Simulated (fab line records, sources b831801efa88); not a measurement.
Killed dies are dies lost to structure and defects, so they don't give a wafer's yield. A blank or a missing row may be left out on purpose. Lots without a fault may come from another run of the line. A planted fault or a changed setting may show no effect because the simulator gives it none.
fab line records | flow sky130
record lots=12 wafers=36 last_day=50
route steps=708 shown POLY_CUT@316 METAL1@434 VIA2@516 VIA3@585 PAD_OPEN@708
lots that met no fault: from a run of the same line without faults
start_h: hours from the record's first day to the start of the lot's first wafer shown | wait_h: hours since the lot's step before | " the same as in the row above | L1.1+2: a row that stands for several wafers | - no value, or no start given | * or withheld: withheld | < > ~ a bound
route shown NAME@n: a module of which the file shows steps, and the number in the route of the first | usual: mean/standard deviation of fault-free wafers | same: alike in all rows | chamber/n: place in a boat | sites: the reading at each site | _std_site: their standard deviation | _edge_site: outer sites' mean less inner sites' | radius_mm: how far each site lies from the wafer's centre | mask NAME#n: copy n | behind: the tool/chamber that last shaped the wafer | hold: why the lot was held/for how many hours/how that ended | device: the transistor (n, p or np) that didn't switch | end of line: the same wafers' tests at the end of the route | a step without rows: its recipe alone | killed: dies lost to structure and defects at the first sort, not the wafer's yield | map: a wafer's dies, x killed, . not, _ none there
set.NAME: the setting as run; set.NAME@STEP: as run at that earlier step | model.NAME: the simulator's own value behind a step, which no gauge read
steps of the route over a sample of lots; a table a step, a row a wafer
services: from which hour (start_h, from the record's first day; less than 0 if before it) a tool's chamber was out of use, for how many hours, and why
## steps
# step SKY_POLY_CUT_OVL_MEAS_09
# usual POLY_CUT_OVL=1/6.4
# columns lot.wafer tool chamber start_h wait_h POLY_CUT_OVL[nm]
L724.2 overlay-02 - 554.05 0.1 -2
L724.5 " - " " 2
L724.6 " - " " 1
L725.1 overlay-02 - 571.54 0.1 -1
L725.3 " - " " 0
L725.4 " - " " 1
L726.3 overlay-01 - 574.95 0.1 -7
L726.4 " - " " -5
L726.5 " - " " -18
L735.2 overlay-02 - 663.00 0.1 6
L735.4 " - " " 3
L735.5 " - " " 10
L736.1 overlay-01 - 666.09 0.1 4
L736.3 " - " " 15
L736.6 " - " " 6
L737.1 overlay-02 - 676.83 0.1 13
L737.2 " - " " 1
L737.4 " - " " 6
L739.3 overlay-02 - 702.04 0.1 -4
L739.5 " - " " -7
L739.6 " - " " -1
L741.3 overlay-02 - 707.94 0.1 8
L741.4 " - " " 1
L741.6 " - " " -2
L742.1 overlay-02 - 708.27 0.1 8
L742.5 " - " " 1
L742.6 " - " " -8
L745.2 overlay-01 - 725.00 0.1 8
L745.4 " - " " 3
L745.6 " - " " 0
L746.1 overlay-01 - 742.58 0.1 5
L746.3 " - " " 1
L746.4 " - " " -4
L747.1 overlay-01 - 744.08 0.1 -6
L747.3 " - " " -5
L747.5 " - " " -12
# step SKY_METAL1_SPUTTER_00
# recipe material=Ti target_thk_nm=15 power_w=3000 time_s=10 chamber_pressure_pa=0.4
# usual throttle_valve_pct=29.9/1.4
# columns lot.wafer tool chamber start_h wait_h throttle_valve_pct
L724.2 pvd_sputter-03 - 734.56 0.2 31.3
L724.5 " - " " 31.5
L724.6 " - " " 31.6
L725.1 pvd_sputter-04 - 746.14 0.2 32.2
L725.3 " - " " 28.9
L725.4 " - " " 28.9
L726.3 pvd_sputter-03 - 751.94 0.2 31.9
L726.4 " - " " 31.9
L726.5 " - " " 32.0
L735.2 pvd_sputter-04 - 831.10 0.2 28.6
L735.4 " - " " 29.5
L735.5 " - " " 32.2
L736.1 pvd_sputter-02 - 835.08 0.1 28.8
L736.3 " - " " 28.5
L736.6 " - " " 28.7
L737.1 pvd_sputter-02 - 846.15 0.1 28.4
L737.2 " - " " 28.7
L737.4 " - " " 29.3
L739.3 pvd_sputter-02 - 869.50 0.2 29.2
L739.5 " - " " 29.1
L739.6 " - " " 28.7
L741.3 pvd_sputter-02 - 875.84 0.1 28.9
L741.4 " - " " 29.1
L741.6 " - " " 28.5
L742.1 pvd_sputter-02 - 876.70 0.1 28.6
L742.5 " - " " 30.6
L742.6 " - " " 28.6
L745.2 pvd_sputter-02 - 891.00 0.2 28.7
L745.4 " - " " 29.2
L745.6 " - " " 28.7
L746.1 pvd_sputter-04 - 907.78 0.1 28.5
L746.3 " - " " 28.5
L746.4 " - " " 32.1
L747.1 pvd_sputter-02 - 909.78 0.2 29.1
L747.3 " - " " 28.6
L747.5 " - " " 28.3
# step SKY_VIA2_EXPOSE_09
# recipe mask_id=VIM2 na=0.8 source_shape=annular sigma_inner=0.55 sigma_outer=0.85 target_cd_nm=200 dose_mj=38
# columns lot.wafer tool chamber start_h wait_h mask
L724.2+5+6 krf_scanner-01 0 833.90 - VIM2#0
L725.1+3+4 krf_scanner-02 0 845.53 - VIM2#0
L726.3+4+5 krf_scanner-02 0 849.99 - VIM2#0
L735.2+4+5 krf_scanner-01 0 926.97 - VIM2#0
L736.1+3+6 krf_scanner-02 0 930.03 - VIM2#0
L737.1+2+4 krf_scanner-02 0 939.71 - VIM2#0
L739.3+5+6 krf_scanner-02 0 962.26 - VIM2#0
L741.3+4+6 krf_scanner-02 0 966.30 - VIM2#0
L742.1+5+6 krf_scanner-02 0 968.70 - VIM2#0
L745.2+4+6 krf_scanner-01 0 981.57 - VIM2#0
L746.1+3+4 krf_scanner-02 0 997.98 - VIM2#0
L747.1+3+5 krf_scanner-01 0 1000.68 - VIM2#0
# step SKY_VIA2_CD_MEAS_12
# recipe target_cd_nm=200
# usual cd_nm=200.4/1.2
# columns lot.wafer tool chamber start_h wait_h cd_nm
L724.2 cd_sem-02 - 846.13 - 199.3
L724.5 " - " " 199.5
L724.6 " - " " 200.1
L725.1 cd_sem-01 - 858.06 - 200.3
L725.3 " - " " 199.1
L725.4 " - " " 199.4
L726.3 cd_sem-02 - 862.95 - 197.7
L726.4 " - " " 198.2
L726.5 " - " " 197.6
L735.2 cd_sem-01 - 938.12 - 157.6
L735.4 " - " " 200.4
L735.5 " - " " 200.7
L736.1 cd_sem-02 - 941.81 - 204.3
L736.3 " - " " 201.8
L736.6 " - " " 202.4
L737.1 cd_sem-02 - 951.76 - 200.4
L737.2 " - " " 200.8
L737.4 " - " " 199.7
L739.3 cd_sem-02 - 974.34 - 202.3
L739.5 " - " " 201.0
L739.6 " - " " 201.6
L741.3 cd_sem-02 - 978.64 - 199.5
L741.4 " - " " 199.0
L741.6 " - " " 199.6
L742.1 cd_sem-02 - 980.75 - 201.8
L742.5 " - " " 202.4
L742.6 " - " " 201.1
L745.2 cd_sem-02 - 992.23 - 200.2
L745.4 " - " " 199.5
L745.6 " - " " 201.1
L746.1 cd_sem-02 - 1008.96 - 200.3
L746.3 " - " " 200.1
L746.4 " - " " 201.2
L747.1 cd_sem-02 - 1011.95 - 199.1
L747.3 " - " " 199.5
L747.5 " - " " 198.7
# step SKY_VIA3_CD_MEAS_12
# recipe target_cd_nm=200
# usual cd_nm=200.6/1.3
# columns lot.wafer tool chamber start_h wait_h cd_nm
L724.2 cd_sem-02 - 926.48 - 199.7
L724.5 " - " " 200.6
L724.6 " - " " 200.1
L725.1 cd_sem-01 - 937.75 - 198.9
L725.3 " - " " 199.4
L725.4 " - " " 199.0
L726.3 cd_sem-01 - 942.09 - 201.2
L726.4 " - " " 202.0
L726.5 " - " " 201.9
L735.4 cd_sem-01 - 1015.07 - 199.3
L735.5 " - " " 199.3
L736.1 cd_sem-02 - 1016.00 - 198.7
L736.3 " - " " 198.1
L736.6 " - " " 201.1
L737.1 cd_sem-01 - 1025.70 - 200.3
L737.2 " - " " 200.8
L737.4 " - " " 201.2
L739.3 cd_sem-02 - 1046.36 - 201.4
L739.5 " - " " 202.1
L739.6 " - " " 202.4
L741.3 cd_sem-02 - 1049.64 - 199.8
L741.4 " - " " 199.9
L741.6 " - " " 199.7
L742.1 cd_sem-01 - 1053.12 - 200.6
L742.5 " - " " 200.5
L742.6 " - " " 201.0
L745.2 cd_sem-01 - 1062.98 - 199.8
L745.4 " - " " 197.4
L745.6 " - " " 199.8
L746.1 cd_sem-01 - 1079.20 - 200.8
L746.3 " - " " 200.7
L746.4 " - " " 200.3
L747.1 cd_sem-01 - 1082.47 - 202.8
L747.3 " - " " 201.4
L747.5 " - " " 201.8
# step SKY_PAD_OPEN_PROBE_99
# usual defect_limited_yield=82.6/1.9 killed_at_M0_to_M3=42/7.1 killed_at_M4_up=3.3/1.9 killed_at_contacts=24/5 killed_at_front_end=15/4.7 killed_at_other=0.3/0.61 killed_dies=86/9.6 killed_on_rim=17/3.8 killed_open=47/7.5 killed_short=38/6.6 sort_bin_3_pad_short=0.9/0.42 sort_bin_5_function=10.2/1.5 sort_bin_6_memory=6.3/1.1 sort_n_pass=406/9.6 sort_yield_pct=82.6/1.9
# same gross_dies=492 killed_at_back_side=0 sort_bin_4_leakage[%]=0 sort_bin_8_speed[%]=0
# columns lot.wafer tool chamber start_h wait_h defect_limited_yield[%] killed_at_M0_to_M3 killed_at_M4_up killed_at_contacts killed_at_front_end killed_at_other killed_dies killed_on_rim killed_open killed_short sort_bin_3_pad_short[%] sort_bin_5_function[%] sort_bin_6_memory[%] sort_n_pass sort_yield_pct[%]
L735.2 prober-01 - 1149.14 0.1 10.6 400 1 24 15 0 440 96 49 39 1.0 82.1 6.3 52 10.6
L735.4 prober-01 - 1149.24 0.2 79.9 49 6 26 17 1 99 17 58 41 1.2 11.6 7.3 393 79.9
L735.5 prober-01 - 1149.29 0.2 84.3 39 3 24 11 0 77 10 33 44 1.2 8.3 6.1 415 84.3
L737.1 prober-01 - 1157.05 0.1 85.0 38 7 14 15 0 74 16 47 25 0.4 9.6 5.1 418 85.0
L737.2 prober-01 - 1157.10 0.1 85.2 37 3 18 15 0 73 17 38 34 0.2 9.3 5.3 419 85.2
L737.4 prober-01 - 1157.20 0.2 84.3 33 3 21 20 0 77 13 41 35 1.6 8.7 5.3 415 84.3
# killed by level:class
L735.2 VIA2:area_expose=352 CONTACT:geometric_particle:open=11 METAL1:geometric_particle:short=10 VIA2:geometric_particle:open=8 FIELD_ISO:geometric_particle:open=7 VIA1:geometric_particle:open=7 VIA2:geometric_particle:short=7 POLY_GATE:geometric_particle:short=5
L735.4 CONTACT:geometric_particle:open=12 VIA3:geometric_particle:open=9 VIA1:geometric_particle:open=8 LI_CONTACT:geometric_particle:open=7 VIA2:geometric_particle:open=7 POLY_GATE:geometric_particle:open=6 METAL1:geometric_particle:short=6 VIA1:geometric_particle:short=6
L735.5 CONTACT:geometric_particle:open=11 METAL1:geometric_particle:short=9 POLY_GATE:geometric_particle:short=6 VIA1:geometric_particle:short=6 VIA1:geometric_particle:open=5 VIA3:geometric_particle:open=4 METAL2:geometric_particle:short=4 VIA2:geometric_particle:open=4
L737.1 VIA1:geometric_particle:open=13 VIA2:geometric_particle:open=9 LI_CONTACT:geometric_particle:open=7 FIELD_ISO:geometric_particle:short=5 FIELD_ISO:geometric_particle:open=4 POLY_GATE:geometric_particle:open=4 METAL4:geometric_particle:short=3 CONTACT:geometric_particle:short=3
L737.2 METAL1:geometric_particle:short=9 LI_CONTACT:geometric_particle:open=8 VIA1:geometric_particle:open=8 VIA2:geometric_particle:open=7 CONTACT:geometric_particle:open=5 FIELD_ISO:geometric_particle:short=4 POLY_GATE:geometric_particle:open=4 FIELD_ISO:geometric_particle:open=3
L737.4 LI_CONTACT:geometric_particle:open=10 FIELD_ISO:geometric_particle:short=7 VIA2:geometric_particle:open=7 VIA1:geometric_particle:open=6 FIELD_ISO:geometric_particle:open=5 LI_CONTACT:geometric_particle:short=5 METAL1:geometric_particle:short=4 VIA1:geometric_particle:short=4
## services
# columns tool chamber start_h hours kind
krf_scanner-02 - 728.37 1.3 pm
krf_scanner-01 - 734.84 1.3 pm
pvd_sputter-02 - 779.68 0.9 repair
krf_scanner-02 - 792.30 0.2 repair
krf_scanner-01 - 796.56 0.6 repair
pvd_sputter-02 - 802.63 1.2 repair
krf_scanner-02 - 803.82 1.6 repair
krf_scanner-01 - 806.75 0.8 pm
krf_scanner-01 - 809.73 1.0 pm
krf_scanner-02 - 812.45 1.0 pm
krf_scanner-01 - 820.16 8.6 repair
krf_scanner-02 - 832.29 12.9 repair
krf_scanner-01 - 839.62 0.2 repair
krf_scanner-01 - 850.03 4.0 repair
krf_scanner-02 - 858.23 1.0 repair
pvd_sputter-02 - 862.50 4.1 repair
krf_scanner-02 - 878.65 0.8 pm
krf_scanner-02 - 888.40 3.6 pm
krf_scanner-02 - 904.27 1.3 pm
krf_scanner-01 - 910.74 1.3 pm
krf_scanner-02 - 956.94 1.1 repair
krf_scanner-02 - 981.44 1.0 pm
krf_scanner-02 - 985.97 0.2 repair
pvd_sputter-02 - 990.41 23.1 repair
## key
first_sign step=SKY_VIA2_CD_MEAS_12 reading=cd_nm direction=down sigmas=36 usual=200.4 struck=157.6
effect step=SKY_PAD_OPEN_PROBE_99 reading=killed_at_M0_to_M3 direction=up sigmas=50 usual=42 struck=400
more_kills_born_at SKY_VIA2_EXPOSE_09@krf_scanner-01=352
met_at SKY_VIA2_EXPOSE_09
struck_lots L735
struck_wafers L735.2
later_rows_left_out L735.2
not_acting_at SKY_POLY_CUT_OVL_MEAS_09,SKY_METAL1_SPUTTER_00,SKY_VIA3_CD_MEAS_12
onset_between 833.90 926.97
fault kind=process_parameter_drift tool=krf_scanner-01 chamber=- onset_h=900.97 steps=SKY_VIA2_EXPOSE_09 channel=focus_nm offset=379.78 shape=step end_h=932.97 scope=struck_wafers_only
# later_rows_left_out: the simulator's readings of these wafers behind a module that went badly wrong aren't trusted and aren't shown, but for the sort
